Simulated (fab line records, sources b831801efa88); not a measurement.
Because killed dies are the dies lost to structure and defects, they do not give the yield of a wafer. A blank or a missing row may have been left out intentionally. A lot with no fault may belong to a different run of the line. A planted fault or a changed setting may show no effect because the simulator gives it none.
fab line records / flow sky130
record lots=5 wafers=15 lastDay=50
route steps=708 shown GATE_OXIDE@192 POLY_GATE@204 RES_PROTECT@206 PAD_OPEN@708
lots with no fault: from the same line, run without faults
startH: the number of hours between the record's first day and the start of the first shown wafer of the lot / waitH: time in hours since the lot's previous step / " same as the row above / L1.1+2: one row covering several wafers at once / - no value, or no start was given / * or withheld: withheld / < > ~ a bound
route shown NAME@n: a module of which the file shows steps, and the number in the route of the first / usual: mean and standard deviation over wafers with no fault / same: alike in all rows / chamber/n: place in a boat / sites: readings site by site / _std_site: the standard deviation of these / _edge_site: the outer-site mean with the inner-site mean subtracted / radiusMm: how far each site lies from the wafer's centre / mask NAME#n: copy n / behind: the tool/chamber that last shaped the wafer / hold: what put the lot on hold/how long, in hours/how the hold closed / device: names the non-switching transistor (n, p or np) / end of line: at the end of the route, the tests of the same wafers / for a step that has no rows: nothing shown but its recipe / killed: dies that structure and defects cost at the first sort, which is not the same as the wafer's yield / map: shows each die of a wafer: x if killed, . if not, _ if none is there
set.NAME: the run value of the setting; set.NAME@STEP: its run value at that earlier step / model.NAME: the simulator's own value behind a step, which no gauge read
lots at selected steps of the route; one table per step, one row per wafer
services: when a tool's chamber went out of use (startH, in hours from the record's first day, below 0 if earlier), for how many hours, and the reason
## steps
# step SKY_GATE_OXIDE_COAT_05
# recipe resist=NOVOLAK spinRpm=3000 resistThkNm=1140
# step SKY_GATE_OXIDE_SOFTBAKE_06
# recipe tempC=90 timeS=60 resist=NOVOLAK
# step SKY_GATE_OXIDE_EXPOSE_07
# recipe maskId=LVOM na=0.6 sourceShape=conventional sigmaOuter=0.6 polarization=unpolarized targetCdNm=600 doseMj=170
# step SKY_GATE_OXIDE_PEB_08
# recipe tempC=withheld timeS=* resist=NOVOLAK
# step SKY_GATE_OXIDE_DEVELOP_09
# recipe resist=NOVOLAK developer=TMAH developTimeS=60 devTempC=23
# step SKY_GATE_OXIDE_IMPLANT_11
# recipe species=B energyKev=10 doseCm2=2.6e+12 tiltDeg=withheld
# step SKY_GATE_OXIDE_WET_ETCH_12
# recipe chemistry=dHF targetDepthNm=16.8 dry=n2Spin target=SiO2 dilution=100:1 tempC=25 timeS=336
# step SKY_GATE_OXIDE_STRIP_13
# recipe chemistry=O2/N2 powerW=1400 pressureMtorr=1500 platenTempC=withheld o2FlowSccm=3000 n2FlowSccm=300 overashFraction=0.5
# step SKY_GATE_OXIDE_CLEAN_15
# recipe chemistry=SC1/SC2 mix=1:4:20 tempC=70 timeS=150 dry=n2Spin
# step SKY_GATE_OXIDE_OXIDATION_16
# recipe tempC=800 ambient=O2 idleTempC=700 rampUpCPerMin=10 rampDownCPerMin=3 stabiliseS=600 purgeS=300 targetThkA=35.7 oxTimeS=1915
# step SKY_POLY_GATE_CVD_00
# recipe material=poly-Si targetThkNm=180 tempC=620 timeS=720 pressureMtorr=200
# usual spikeTcLowerC=621.5/0.96
lot.wafer=L986.1 tool=lpcvd-01 chamber=1 startH=311.75 waitH=0.0 spikeTcLowerC=623.8 model.poly-Si_of_POLY_GATE_CVD_00.thkNm=176.6
lot.wafer=L986.3 tool=lpcvd-01 chamber=1 startH=311.75 waitH=0.0 spikeTcLowerC=622.7 model.poly-Si_of_POLY_GATE_CVD_00.thkNm=178
lot.wafer=L986.6 tool=lpcvd-01 chamber=1 startH=311.75 waitH=0.0 spikeTcLowerC=621.5 model.poly-Si_of_POLY_GATE_CVD_00.thkNm=179.8
lot.wafer=L999.1 tool=lpcvd-01 chamber=0 startH=429.11 waitH=0.0 spikeTcLowerC=620.6 model.poly-Si_of_POLY_GATE_CVD_00.thkNm=190.3
lot.wafer=L999.3 tool=lpcvd-01 chamber=0 startH=429.11 waitH=0.0 spikeTcLowerC=622.0 model.poly-Si_of_POLY_GATE_CVD_00.thkNm=190.2
lot.wafer=L999.6 tool=lpcvd-01 chamber=0 startH=429.11 waitH=0.0 spikeTcLowerC=620.7 model.poly-Si_of_POLY_GATE_CVD_00.thkNm=188.2
lot.wafer=L100.3 tool=lpcvd-01 chamber=0 startH=433.87 waitH=0.0 spikeTcLowerC=623.4 model.poly-Si_of_POLY_GATE_CVD_00.thkNm=186.8
lot.wafer=L100.5 tool=lpcvd-01 chamber=0 startH=433.87 waitH=0.0 spikeTcLowerC=620.8 model.poly-Si_of_POLY_GATE_CVD_00.thkNm=188.3
lot.wafer=L100.6 tool=lpcvd-01 chamber=0 startH=433.87 waitH=0.0 spikeTcLowerC=621.7 model.poly-Si_of_POLY_GATE_CVD_00.thkNm=187.1
lot.wafer=L101.4 tool=lpcvd-01 chamber=1 startH=442.61 waitH=0.0 spikeTcLowerC=621.5 model.poly-Si_of_POLY_GATE_CVD_00.thkNm=188.4
lot.wafer=L101.5 tool=lpcvd-01 chamber=1 startH=442.61 waitH=0.0 spikeTcLowerC=622.6 model.poly-Si_of_POLY_GATE_CVD_00.thkNm=190
lot.wafer=L101.6 tool=lpcvd-01 chamber=1 startH=442.61 waitH=0.0 spikeTcLowerC=621.0 model.poly-Si_of_POLY_GATE_CVD_00.thkNm=189.1
lot.wafer=L109.2 tool=lpcvd-01 chamber=0 startH=515.02 waitH=0.0 spikeTcLowerC=620.8 model.poly-Si_of_POLY_GATE_CVD_00.thkNm=182.4
lot.wafer=L109.5 tool=lpcvd-01 chamber=0 startH=515.02 waitH=0.0 spikeTcLowerC=621.4 model.poly-Si_of_POLY_GATE_CVD_00.thkNm=181.7
lot.wafer=L109.6 tool=lpcvd-01 chamber=0 startH=515.02 waitH=0.0 spikeTcLowerC=620.5 model.poly-Si_of_POLY_GATE_CVD_00.thkNm=181.1
# step SKY_POLY_GATE_THK_MEAS_01
# recipe reads=poly-Si_of_POLY_GATE_CVD_00
# usual POLY_GATE_CVD_00_THK=179.8/1.9
lot.wafer=L986.1 tool=filmMetro-03 chamber=- startH=312.95 waitH=0.0 POLY_GATE_CVD_00_THK[nm]=176.6
lot.wafer=L986.3 tool=filmMetro-03 chamber=- startH=312.95 waitH=0.0 POLY_GATE_CVD_00_THK[nm]=178.1
lot.wafer=L986.6 tool=filmMetro-03 chamber=- startH=312.95 waitH=0.0 POLY_GATE_CVD_00_THK[nm]=179.8
lot.wafer=L999.1 tool=filmMetro-03 chamber=- startH=430.31 waitH=0.0 POLY_GATE_CVD_00_THK[nm]=190.2
lot.wafer=L999.3 tool=filmMetro-03 chamber=- startH=430.31 waitH=0.0 POLY_GATE_CVD_00_THK[nm]=190.2
lot.wafer=L999.6 tool=filmMetro-03 chamber=- startH=430.31 waitH=0.0 POLY_GATE_CVD_00_THK[nm]=188.1
lot.wafer=L100.3 tool=filmMetro-01 chamber=- startH=435.09 waitH=0.0 POLY_GATE_CVD_00_THK[nm]=187.0
lot.wafer=L100.5 tool=filmMetro-01 chamber=- startH=435.09 waitH=0.0 POLY_GATE_CVD_00_THK[nm]=188.3
lot.wafer=L100.6 tool=filmMetro-01 chamber=- startH=435.09 waitH=0.0 POLY_GATE_CVD_00_THK[nm]=187.1
lot.wafer=L101.4 tool=filmMetro-01 chamber=- startH=443.84 waitH=0.0 POLY_GATE_CVD_00_THK[nm]=188.3
lot.wafer=L101.5 tool=filmMetro-01 chamber=- startH=443.84 waitH=0.0 POLY_GATE_CVD_00_THK[nm]=190.0
lot.wafer=L101.6 tool=filmMetro-01 chamber=- startH=443.84 waitH=0.0 POLY_GATE_CVD_00_THK[nm]=189.1
lot.wafer=L109.2 tool=filmMetro-02 chamber=- startH=516.23 waitH=0.0 POLY_GATE_CVD_00_THK[nm]=182.4
lot.wafer=L109.5 tool=filmMetro-02 chamber=- startH=516.23 waitH=0.0 POLY_GATE_CVD_00_THK[nm]=181.8
lot.wafer=L109.6 tool=filmMetro-02 chamber=- startH=516.23 waitH=0.0 POLY_GATE_CVD_00_THK[nm]=181.2
# step SKY_RES_PROTECT_DEHYDRATE_00
# recipe tempC=200 timeS=60
# step SKY_RES_PROTECT_HMDS_01
# recipe primeTimeS=60 primeTempC=120
# step SKY_RES_PROTECT_COAT_02
# recipe resist=NOVOLAK spinRpm=3000 resistThkNm=1140
# step SKY_RES_PROTECT_SOFTBAKE_03
# recipe tempC=90 timeS=60 resist=NOVOLAK
# step SKY_RES_PROTECT_EXPOSE_04
# recipe maskId=RPM na=0.6 sourceShape=conventional sigmaOuter=0.6 polarization=unpolarized targetCdNm=1270 doseMj=131
# step SKY_RES_PROTECT_PEB_05
# recipe tempC=withheld timeS=* resist=NOVOLAK
# step SKY_RES_PROTECT_DEVELOP_06
# recipe resist=NOVOLAK developer=TMAH developTimeS=60 devTempC=23
# step SKY_POLY_GATE_IMPLANT_02
# recipe species=P energyKev=30 doseCm2=7.7e+15 tiltDeg=0
# step SKY_RES_PROTECT_STRIP_07
# recipe chemistry=O2/N2 powerW=1400 pressureMtorr=1500 platenTempC=withheld o2FlowSccm=3000 n2FlowSccm=300 overashFraction=0.5
# step SKY_RES_PROTECT_CLEAN_09
# recipe chemistry=SC1/SC2 mix=1:4:20 tempC=70 timeS=150 dry=n2Spin
# usual bathGuardTempC=69.8/0.52
lot.wafer=L986.1 tool=wetBench-04 chamber=3 startH=339.45 waitH=0.1 bathGuardTempC=69.7 model.poly-Si_of_POLY_GATE_CVD_00.thkNm=176
lot.wafer=L986.3 tool=wetBench-04 chamber=3 startH=339.45 waitH=0.1 bathGuardTempC=69.3 model.poly-Si_of_POLY_GATE_CVD_00.thkNm=177.4
lot.wafer=L986.6 tool=wetBench-04 chamber=3 startH=339.45 waitH=0.1 bathGuardTempC=69.1 model.poly-Si_of_POLY_GATE_CVD_00.thkNm=179.1
lot.wafer=L999.1 tool=wetBench-03 chamber=2 startH=461.40 waitH=0.1 bathGuardTempC=70.2 model.poly-Si_of_POLY_GATE_CVD_00.thkNm=189.6
lot.wafer=L999.3 tool=wetBench-03 chamber=2 startH=461.40 waitH=0.1 bathGuardTempC=70.4 model.poly-Si_of_POLY_GATE_CVD_00.thkNm=189.6
lot.wafer=L999.6 tool=wetBench-03 chamber=2 startH=461.40 waitH=0.1 bathGuardTempC=70.6 model.poly-Si_of_POLY_GATE_CVD_00.thkNm=187.6
lot.wafer=L100.3 tool=wetBench-01 chamber=1 startH=466.00 waitH=0.0 bathGuardTempC=70.3 model.poly-Si_of_POLY_GATE_CVD_00.thkNm=186.2
lot.wafer=L100.5 tool=wetBench-01 chamber=1 startH=466.00 waitH=0.0 bathGuardTempC=70.0 model.poly-Si_of_POLY_GATE_CVD_00.thkNm=187.6
lot.wafer=L100.6 tool=wetBench-01 chamber=1 startH=466.00 waitH=0.0 bathGuardTempC=69.7 model.poly-Si_of_POLY_GATE_CVD_00.thkNm=186.4
lot.wafer=L101.4 tool=wetBench-04 chamber=0 startH=474.34 waitH=0.0 bathGuardTempC=69.6 model.poly-Si_of_POLY_GATE_CVD_00.thkNm=187.8
lot.wafer=L101.5 tool=wetBench-04 chamber=0 startH=474.34 waitH=0.0 bathGuardTempC=69.7 model.poly-Si_of_POLY_GATE_CVD_00.thkNm=189.4
lot.wafer=L101.6 tool=wetBench-04 chamber=0 startH=474.34 waitH=0.0 bathGuardTempC=69.9 model.poly-Si_of_POLY_GATE_CVD_00.thkNm=188.5
lot.wafer=L109.2 tool=wetBench-03 chamber=1 startH=546.64 waitH=0.0 bathGuardTempC=70.1 model.poly-Si_of_POLY_GATE_CVD_00.thkNm=181.8
lot.wafer=L109.5 tool=wetBench-03 chamber=1 startH=546.64 waitH=0.0 bathGuardTempC=70.2 model.poly-Si_of_POLY_GATE_CVD_00.thkNm=181.1
lot.wafer=L109.6 tool=wetBench-03 chamber=1 startH=546.64 waitH=0.0 bathGuardTempC=70.2 model.poly-Si_of_POLY_GATE_CVD_00.thkNm=180.5
# step SKY_POLY_GATE_CVD_03
# recipe material=Si3N4 precursor=DCS/NH3 targetThkNm=75 tempC=770 timeS=1290 pressureMtorr=250
# step SKY_POLY_GATE_DEHYDRATE_05
# recipe tempC=200 timeS=60
# step SKY_POLY_GATE_HMDS_06
# recipe primeTimeS=60 primeTempC=120
# step SKY_POLY_GATE_COAT_07
# recipe resist=BARC tempC=withheld timeS=withheld spinRpm=3000 resistThkNm=110
# step SKY_POLY_GATE_COAT_08
# recipe resist=KrF-thick spinRpm=3000 resistThkNm=450
# step SKY_POLY_GATE_SOFTBAKE_09
# recipe tempC=100 timeS=90 resist=KrF-thick
# step SKY_POLY_GATE_EXPOSE_10
# recipe maskId=P1M na=0.68 sourceShape=conventional sigmaOuter=0.6 targetCdNm=150 doseMj=28
# step SKY_POLY_GATE_PEB_11
# recipe pebTempC=withheld pebTimeS=withheld resist=KrF-thick
# step SKY_POLY_GATE_DEVELOP_12
# recipe developTimeS=60 resist=KrF-thick devTempC=21
# step SKY_POLY_GATE_ETCH_15
# recipe chemistry=N2/H2 target=BARC ionEnergyEv=200 sourceW=500 biasW=100 pressureMtorr=30 n2FlowSccm=100 h2FlowSccm=200 stopOn=SiO2 timeS=118.5 targetDepthA=1100
# step SKY_POLY_GATE_ETCH_16
# recipe stopOn=poly-Si chemistry=CH3F/O2 target=Si3N4 sourceW=400 biasW=80 pressureMtorr=25 ch3fFlowSccm=40 O2_flow_sccm=30 timeS=147.5 targetDepthA=750
# step SKY_POLY_GATE_ETCH_17
# recipe targetDepthNm=180 stopOn=SiO2 overEtchFrac=0.56667 chemistry=HBr/Cl2 target=poly-Si icpW=400 biasW=100 pressureMtorr=10 HBr_flow_sccm=150 Cl2_flow_sccm=50 timeS=70.5
# usual drypumpMotorCurrentA=5.7/0.47 heBacksideLeakSccm=2.67/0.21 oesProductAu=0.989/0.0081 throttleValvePct=33.684/0.0093
# same overEtchFrac=0.56667
lot.wafer=L986.1 tool=rieSi-02 chamber=3 startH=370.37 waitH=0.0 drypumpMotorCurrentA=5.6 heBacksideLeakSccm=2.42 oesProductAu=0.980 rfHoursCounterH=53 throttleValvePct=33.683 model.etch.depthNm=176 model.POLY_GATE.featureDepthNm=176
lot.wafer=L986.3 tool=rieSi-02 chamber=1 startH=370.37 waitH=0.0 drypumpMotorCurrentA=6.0 heBacksideLeakSccm=2.55 oesProductAu=0.979 rfHoursCounterH=67 throttleValvePct=33.683 model.etch.depthNm=177.4 model.POLY_GATE.featureDepthNm=177.4
lot.wafer=L986.6 tool=rieSi-02 chamber=3 startH=370.37 waitH=0.0 drypumpMotorCurrentA=5.6 heBacksideLeakSccm=2.67 oesProductAu=0.992 rfHoursCounterH=- throttleValvePct=33.680 model.etch.depthNm=179.1 model.POLY_GATE.featureDepthNm=179.1
lot.wafer=L999.1 tool=rieSi-02 chamber=2 startH=494.18 waitH=0.0 drypumpMotorCurrentA=5.3 heBacksideLeakSccm=2.68 oesProductAu=1.005 rfHoursCounterH=6 throttleValvePct=33.679 model.etch.depthNm=182.8 model.POLY_GATE.featureDepthNm=182.8
lot.wafer=L999.3 tool=rieSi-02 chamber=3 startH=494.18 waitH=0.0 drypumpMotorCurrentA=5.6 heBacksideLeakSccm=2.55 oesProductAu=1.012 rfHoursCounterH=54 throttleValvePct=33.678 model.etch.depthNm=183.3 model.POLY_GATE.featureDepthNm=183.3
lot.wafer=L999.6 tool=rieSi-02 chamber=3 startH=494.18 waitH=0.0 drypumpMotorCurrentA=5.6 heBacksideLeakSccm=2.59 oesProductAu=1.005 rfHoursCounterH=- throttleValvePct=33.678 model.etch.depthNm=183.4 model.POLY_GATE.featureDepthNm=183.4
lot.wafer=L100.3 tool=rieSi-01 chamber=0 startH=497.88 waitH=0.0 drypumpMotorCurrentA=4.8 heBacksideLeakSccm=2.92 oesProductAu=1.000 rfHoursCounterH=7 throttleValvePct=33.681 model.etch.depthNm=181.9 model.POLY_GATE.featureDepthNm=181.9
lot.wafer=L100.5 tool=rieSi-01 chamber=0 startH=497.88 waitH=0.0 drypumpMotorCurrentA=4.9 heBacksideLeakSccm=2.71 oesProductAu=1.002 rfHoursCounterH=- throttleValvePct=33.662 model.etch.depthNm=182 model.POLY_GATE.featureDepthNm=182
lot.wafer=L100.6 tool=rieSi-01 chamber=1 startH=497.88 waitH=0.0 drypumpMotorCurrentA=6.5 heBacksideLeakSccm=2.72 oesProductAu=0.993 rfHoursCounterH=- throttleValvePct=33.694 model.etch.depthNm=179 model.POLY_GATE.featureDepthNm=179
lot.wafer=L101.4 tool=rieSi-02 chamber=0 startH=507.46 waitH=0.0 drypumpMotorCurrentA=5.8 heBacksideLeakSccm=2.28 oesProductAu=1.022 rfHoursCounterH=- throttleValvePct=33.682 model.etch.depthNm=185.6 model.POLY_GATE.featureDepthNm=185.6
lot.wafer=L101.5 tool=rieSi-02 chamber=1 startH=507.46 waitH=0.0 drypumpMotorCurrentA=6.0 heBacksideLeakSccm=2.36 oesProductAu=0.993 rfHoursCounterH=- throttleValvePct=33.672 model.etch.depthNm=179.6 model.POLY_GATE.featureDepthNm=179.6
lot.wafer=L101.6 tool=rieSi-02 chamber=2 startH=507.46 waitH=0.0 drypumpMotorCurrentA=5.3 heBacksideLeakSccm=2.56 oesProductAu=1.020 rfHoursCounterH=- throttleValvePct=33.672 model.etch.depthNm=184.9 model.POLY_GATE.featureDepthNm=184.9
lot.wafer=L109.2 tool=rieSi-01 chamber=0 startH=577.98 waitH=0.0 drypumpMotorCurrentA=4.8 heBacksideLeakSccm=3.01 oesProductAu=1.004 rfHoursCounterH=7 throttleValvePct=33.680 model.etch.depthNm=181.8 model.POLY_GATE.featureDepthNm=181.8
lot.wafer=L109.5 tool=rieSi-01 chamber=2 startH=577.98 waitH=0.0 drypumpMotorCurrentA=5.6 heBacksideLeakSccm=2.79 oesProductAu=0.991 rfHoursCounterH=- throttleValvePct=33.695 model.etch.depthNm=181.1 model.POLY_GATE.featureDepthNm=181.1
lot.wafer=L109.6 tool=rieSi-01 chamber=1 startH=577.98 waitH=0.0 drypumpMotorCurrentA=6.5 heBacksideLeakSccm=2.75 oesProductAu=0.989 rfHoursCounterH=- throttleValvePct=33.695 model.etch.depthNm=180.5 model.POLY_GATE.featureDepthNm=180.5
# step SKY_POLY_GATE_STRIP_18
# recipe chemistry=O2/N2 powerW=1400 pressureMtorr=1500 platenTempC=withheld o2FlowSccm=3000 n2FlowSccm=300 overashFraction=0.5
# step SKY_PAD_OPEN_PROBE_99
# usual killed_at_M0_to_M3=42/7.6 killed_at_M4_up=2.9/1.7 killedAtContacts=24/5.1 killedAtFrontEnd=15/4 killedAtOther=0.2/0.38 killedDies=84/9.9 killedOpen=46/7.2 killedShort=38/6.6
# same grossDies=492 killedAtBackSide=0
lot.wafer=L986.1 tool=prober-02 chamber=- startH=1077.99 waitH=0.1 killed_at_M0_to_M3=34 killed_at_M4_up=2 killedAtContacts=18 killedAtFrontEnd=16 killedAtOther=0 killedDies=70 killedOpen=39 killedShort=31 model.etest.resPoly.rsOhmSq=48.5
lot.wafer=L986.3 tool=prober-02 chamber=- startH=1078.09 waitH=0.2 killed_at_M0_to_M3=55 killed_at_M4_up=2 killedAtContacts=25 killedAtFrontEnd=11 killedAtOther=0 killedDies=93 killedOpen=52 killedShort=41 model.etest.resPoly.rsOhmSq=47.92
lot.wafer=L986.6 tool=prober-02 chamber=- startH=1078.24 waitH=0.2 killed_at_M0_to_M3=41 killed_at_M4_up=3 killedAtContacts=30 killedAtFrontEnd=17 killedAtOther=0 killedDies=91 killedOpen=51 killedShort=40 model.etest.resPoly.rsOhmSq=49.07
lot.wafer=L999.1 tool=prober-01 chamber=- startH=1156.70 waitH=0.1 killed_at_M0_to_M3=39 killed_at_M4_up=8 killedAtContacts=25 killedAtFrontEnd=16 killedAtOther=0 killedDies=88 killedOpen=57 killedShort=31 model.etest.resPoly.rsOhmSq=46.33
lot.wafer=L999.3 tool=prober-01 chamber=- startH=1156.80 waitH=0.2 killed_at_M0_to_M3=46 killed_at_M4_up=8 killedAtContacts=20 killedAtFrontEnd=8 killedAtOther=0 killedDies=82 killedOpen=45 killedShort=37 model.etest.resPoly.rsOhmSq=46.46
lot.wafer=L999.6 tool=prober-01 chamber=- startH=1156.95 waitH=0.2 killed_at_M0_to_M3=51 killed_at_M4_up=5 killedAtContacts=21 killedAtFrontEnd=10 killedAtOther=0 killedDies=87 killedOpen=46 killedShort=41 model.etest.resPoly.rsOhmSq=45.42
lot.wafer=L100.3 tool=prober-02 chamber=- startH=1158.55 waitH=0.2 killed_at_M0_to_M3=51 killed_at_M4_up=3 killedAtContacts=25 killedAtFrontEnd=11 killedAtOther=1 killedDies=91 killedOpen=51 killedShort=40 model.etest.resPoly.rsOhmSq=46.25
lot.wafer=L100.5 tool=prober-02 chamber=- startH=1158.65 waitH=0.2 killed_at_M0_to_M3=32 killed_at_M4_up=3 killedAtContacts=29 killedAtFrontEnd=13 killedAtOther=0 killedDies=77 killedOpen=49 killedShort=28 model.etest.resPoly.rsOhmSq=46.62
lot.wafer=L100.6 tool=prober-02 chamber=- startH=1158.70 waitH=0.2 killed_at_M0_to_M3=39 killed_at_M4_up=1 killedAtContacts=26 killedAtFrontEnd=13 killedAtOther=0 killedDies=79 killedOpen=51 killedShort=28 model.etest.resPoly.rsOhmSq=46.39
lot.wafer=L101.4 tool=prober-01 chamber=- startH=1165.55 waitH=0.2 killed_at_M0_to_M3=41 killed_at_M4_up=3 killedAtContacts=14 killedAtFrontEnd=12 killedAtOther=0 killedDies=70 killedOpen=41 killedShort=29 model.etest.resPoly.rsOhmSq=45.78
lot.wafer=L101.5 tool=prober-01 chamber=- startH=1165.60 waitH=0.2 killed_at_M0_to_M3=42 killed_at_M4_up=2 killedAtContacts=26 killedAtFrontEnd=26 killedAtOther=0 killedDies=96 killedOpen=56 killedShort=40 model.etest.resPoly.rsOhmSq=44.38
lot.wafer=L101.6 tool=prober-01 chamber=- startH=1165.65 waitH=0.2 killed_at_M0_to_M3=44 killed_at_M4_up=1 killedAtContacts=20 killedAtFrontEnd=15 killedAtOther=0 killedDies=80 killedOpen=41 killedShort=39 model.etest.resPoly.rsOhmSq=45.77
lot.wafer=L109.2 tool=prober-01 chamber=- startH=1203.91 waitH=0.1 killed_at_M0_to_M3=50 killed_at_M4_up=0 killedAtContacts=21 killedAtFrontEnd=13 killedAtOther=0 killedDies=84 killedOpen=46 killedShort=38 model.etest.resPoly.rsOhmSq=49.02
lot.wafer=L109.5 tool=prober-01 chamber=- startH=1204.06 waitH=0.2 killed_at_M0_to_M3=33 killed_at_M4_up=2 killedAtContacts=26 killedAtFrontEnd=11 killedAtOther=0 killedDies=72 killedOpen=40 killedShort=32 model.etest.resPoly.rsOhmSq=48.44
lot.wafer=L109.6 tool=prober-01 chamber=- startH=1204.11 waitH=0.2 killed_at_M0_to_M3=43 killed_at_M4_up=4 killedAtContacts=17 killedAtFrontEnd=12 killedAtOther=0 killedDies=76 killedOpen=36 killedShort=40 model.etest.resPoly.rsOhmSq=48.6
# killed by level:class
L986.1 VIA1:geometricParticle:open=12 VIA2:geometricParticle:open=5 CONTACT:geometricParticle:open=5 FIELD_ISO:geometricParticle:open=4 SPACER:geometricParticle:open=4 LI_CONTACT:geometricParticle:open=4 LOCAL_INTERCONNECT:geometricParticle:short=4 METAL1:geometricParticle:short=4
L986.3 VIA1:geometricParticle:open=11 VIA3:geometricParticle:open=10 CONTACT:geometricParticle:open=9 FIELD_ISO:geometricParticle:short=8 VIA2:geometricParticle:open=8 METAL1:geometricParticle:short=7 LOCAL_INTERCONNECT:geometricParticle:short=6 VIA1:geometricParticle:short=5
L986.6 VIA2:geometricParticle:open=12 VIA1:geometricParticle:open=11 CONTACT:geometricParticle:open=8 LOCAL_INTERCONNECT:geometricParticle:short=8 FIELD_ISO:geometricParticle:short=6 LI_CONTACT:geometricParticle:open=5 CONTACT:geometricParticle:short=5 FIELD_ISO:geometricParticle:open=4
L999.1 CONTACT:geometricParticle:open=15 VIA1:geometricParticle:open=10 VIA3:geometricParticle:open=7 VIA2:geometricParticle:open=7 POLY_GATE:geometricParticle:short=5 METAL4:geometricParticle:short=5 LI_CONTACT:geometricParticle:open=4 METAL1:geometricParticle:short=4
L999.3 VIA3:geometricParticle:open=11 VIA1:geometricParticle:open=8 LI_CONTACT:geometricParticle:open=7 METAL1:geometricParticle:short=7 METAL4:geometricParticle:short=7 VIA2:geometricParticle:open=5 CONTACT:geometricParticle:open=5 METAL3:geometricParticle:short=4
L999.6 VIA1:geometricParticle:open=10 VIA2:geometricParticle:open=9 METAL2:geometricParticle:short=7 VIA3:geometricParticle:open=7 LI_CONTACT:geometricParticle:open=6 LOCAL_INTERCONNECT:geometricParticle:short=6 METAL1:geometricParticle:short=5 VIA2:geometricParticle:short=5
L100.3 VIA1:geometricParticle:open=11 VIA2:geometricParticle:open=10 CONTACT:geometricParticle:open=7 CONTACT:geometricParticle:short=7 LI_CONTACT:geometricParticle:open=6 METAL1:geometricParticle:short=6 VIA3:geometricParticle:open=6 LOCAL_INTERCONNECT:geometricParticle:short=5
L100.5 LI_CONTACT:geometricParticle:open=10 CONTACT:geometricParticle:open=9 VIA2:geometricParticle:open=9 POLY_GATE:geometricParticle:short=6 VIA1:geometricParticle:open=5 METAL2:geometricParticle:short=5 CONTACT:geometricParticle:short=4 POLY_GATE:geometricParticle:open=3
L100.6 LI_CONTACT:geometricParticle:open=10 VIA2:geometricParticle:open=10 CONTACT:geometricParticle:open=9 FIELD_ISO:geometricParticle:short=6 VIA1:geometricParticle:open=6 METAL1:geometricParticle:short=4 VIA1:geometricParticle:short=3 VIA3:geometricParticle:short=3
L101.4 VIA1:geometricParticle:open=12 VIA1:geometricParticle:short=6 LI_CONTACT:geometricParticle:open=5 VIA3:geometricParticle:open=4 CONTACT:geometricParticle:open=4 METAL1:geometricParticle:short=4 METAL2:geometricParticle:short=4 SONOS_ONO:geometricParticle:open=3
L101.5 FIELD_ISO:geometricParticle:open=9 VIA1:geometricParticle:open=9 CONTACT:geometricParticle:open=8 VIA2:geometricParticle:open=8 METAL1:geometricParticle:short=7 LI_CONTACT:geometricParticle:open=6 LOCAL_INTERCONNECT:geometricParticle:short=5 CONTACT:geometricParticle:short=5
L101.6 VIA1:geometricParticle:open=12 CONTACT:geometricParticle:open=10 METAL2:geometricParticle:short=9 POLY_GATE:geometricParticle:open=4 POLY_GATE:geometricParticle:short=4 VIA2:geometricParticle:open=4 LI_CONTACT:geometricParticle:open=4 VIA2:geometricParticle:short=4
L109.2 VIA1:geometricParticle:open=15 METAL1:geometricParticle:short=8 LI_CONTACT:geometricParticle:open=6 METAL2:geometricParticle:short=6 VIA2:geometricParticle:open=6 FIELD_ISO:geometricParticle:open=5 LOCAL_INTERCONNECT:geometricParticle:short=5 VIA3:geometricParticle:open=5
L109.5 VIA1:geometricParticle:open=8 LI_CONTACT:geometricParticle:open=7 CONTACT:geometricParticle:open=7 LOCAL_INTERCONNECT:geometricParticle:short=6 VIA2:geometricParticle:open=5 VIA3:geometricParticle:open=5 POLY_GATE:geometricParticle:open=4 POLY_GATE:geometricParticle:short=4
L109.6 VIA1:geometricParticle:open=10 METAL1:geometricParticle:short=7 LI_CONTACT:geometricParticle:open=6 VIA1:geometricParticle:short=6 VIA2:geometricParticle:short=6 CONTACT:geometricParticle:open=5 LOCAL_INTERCONNECT:geometricParticle:short=4 METAL2:geometricParticle:short=4
## services
tool=rieSi-01 chamber=0 startH=289.88 hours=2.3 kind=repair
tool=rieSi-01 chamber=- startH=317.90 hours=2.8 kind=pm
tool=rieSi-02 chamber=1 startH=323.96 hours=3.9 kind=repair
tool=rieSi-02 chamber=3 startH=328.82 hours=3.8 kind=repair
tool=lpcvd-01 chamber=- startH=380.40 hours=6.1 kind=pm
tool=rieSi-01 chamber=1 startH=407.76 hours=2.4 kind=repair
tool=lpcvd-01 chamber=- startH=408.47 hours=0.8 kind=repair
tool=rieSi-02 chamber=- startH=434.94 hours=0.3 kind=repair
tool=rieSi-02 chamber=1 startH=452.69 hours=24.2 kind=repair
tool=rieSi-01 chamber=3 startH=467.17 hours=- kind=clean
tool=rieSi-01 chamber=3 startH=467.17 hours=31.8 kind=scheduledDown
tool=rieSi-01 chamber=3 startH=467.17 hours=31.8 kind=ventCycle
tool=rieSi-02 chamber=1 startH=476.84 hours=- kind=clean
tool=rieSi-02 chamber=1 startH=476.84 hours=20.1 kind=scheduledDown
tool=rieSi-02 chamber=1 startH=476.84 hours=20.1 kind=ventCycle
tool=rieSi-02 chamber=3 startH=500.88 hours=- kind=clean
tool=rieSi-02 chamber=3 startH=500.88 hours=18.6 kind=scheduledDown
tool=rieSi-02 chamber=3 startH=500.88 hours=18.6 kind=ventCycle
tool=rieSi-01 chamber=1 startH=517.95 hours=1.0 kind=repair
tool=rieSi-01 chamber=- startH=542.66 hours=28.1 kind=pm
tool=rieSi-02 chamber=- startH=562.17 hours=0.1 kind=repair
## key
firstSign step=SKY_POLY_GATE_THK_MEAS_01 reading=POLY_GATE_CVD_00_THK direction=up sigmas=4.7 usual=179.8 struck=188.7
effect none on later readings
modelEffect step=SKY_POLY_GATE_CVD_00 value=poly-Si_of_POLY_GATE_CVD_00.thkNm without=180.2 struck=188.7
modelEffect step=SKY_RES_PROTECT_CLEAN_09 value=poly-Si_of_POLY_GATE_CVD_00.thkNm without=179.6 struck=188.1
modelEffect step=SKY_POLY_GATE_ETCH_17 value=etch.depthNm without=179.5 struck=182.5
modelEffect step=SKY_PAD_OPEN_PROBE_99 value=etest.resPoly.rsOhmSq without=47.3 struck=45.93
metAt SKY_POLY_GATE_CVD_00
struckWafers L999.1,L999.3,L999.6,L100.3,L100.5,L100.6,L101.4,L101.5,L101.6
testerLeftOut L999,L100,L101
onsetBetween 311.75 429.11
fault kind=processParameterDrift tool=lpcvd-01 chamber=- onsetH=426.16 steps=SKY_POLY_GATE_CVD_00 channel=targetThkNm offset=8.466 shape=step endH=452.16 stated=180
# testerLeftOut: of these lots the tester's yield and bins aren't shown, on N5 and GAA mostly nor the transistor test; their killed dies are dies lost to structure and defects alone, not to doping, threshold or leakage, so they don't give the yield
